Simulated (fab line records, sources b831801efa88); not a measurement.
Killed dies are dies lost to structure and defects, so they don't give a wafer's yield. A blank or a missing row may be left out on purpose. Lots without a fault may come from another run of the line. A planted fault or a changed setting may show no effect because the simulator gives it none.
Problem report in the 8D (eight disciplines) form, filled by code | flow gf180mcu | the parts of the form that need people (team, actions taken, sign-off) are left out

1. THE PROBLEM
spin_speed_rpm at GF_SAB_COAT_04 reads a mean of 3148.7 rpm on 6 wafers of 2 lots; wafers without a fault read 3000.0 rpm with a standard deviation of 2.1. That is +71 standard deviations from the usual mean.
The step: resist thk 1000 nm.
First seen on wafer L917.3, day 20 11:50, on litho_track-03. The record holds 36 wafers of 12 lots with a number at this step. Rule for "out", or "out of limits": more than 4 standard deviations from the usual mean. The other wafers with a number count as sound.

2. WHAT IT IS AND WHAT IT IS NOT
question                    | is                     | is not
which readings at this step | spin_speed_rpm         | -
which lots                  | L917, L918             | L901, L902, L905, L906, L909, L910, L911, L912, L916, L924
which wafers of those lots  | all that have a number | -
read on which tools         | litho_track-03         | litho_track-01, litho_track-02
when                        | from day 20 11:50      | up to then (27 sound wafers); but 3 sound wafers of L924 came after

3. SUSPECTS, AND WHAT RULES EACH OUT
Counting: a tool at a process step up to the reading stays a suspect if it ran every lot that is out and no sound lot after the first of them.
- litho_track-03 at GF_SAB_COAT_04 (resist thk 1000 nm): kept. It ran every lot that is out, first L917 (day 20 11:50), and no sound lot after that; its last sound lot up to then is L912 (day 18 14:23). Its own readings are out on those wafers: spin_speed_rpm.
Left after counting: litho_track-03 at GF_SAB_COAT_04.

4. THE CAUSE (what the simulator had put in)
Process parameter drift: litho_track-03, from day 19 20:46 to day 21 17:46, at GF_SAB_COAT_04. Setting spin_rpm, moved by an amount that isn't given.
Counting left only this tool.

5. THE CHAIN OF EFFECTS, in route order
Each row: a reading whose mean over the struck wafers that have a number lies more than 3 standard deviations from the usual. Only readings for which the record gives a usual standard deviation are gone through. hours: the time from each lot's start at the first step in this table that gives one to its start at this step, as a median over the lots. sigmas: the change in usual standard deviations.
hours | step            | reading                  | usual      | on struck wafers | change | sigmas
0     | GF_SAB_COAT_04  | spin_speed_rpm           | 3000.0 rpm | 3148.7           | +148.7 | +71
13    | GF_SAB_STRIP_13 | strip_time_to_endpoint_s | 12.59 s    | 12.34            | -0.25  | -7.2
The process steps in it:
- GF_SAB_COAT_04: resist thk 1000 nm.
- GF_SAB_STRIP_13: strips in O2/N2.

6. WHAT WOULD HAVE CAUGHT IT SOONER
In this record the first reading out of limits was taken at day 20 11:50, 15 hours after the fault began at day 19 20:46.
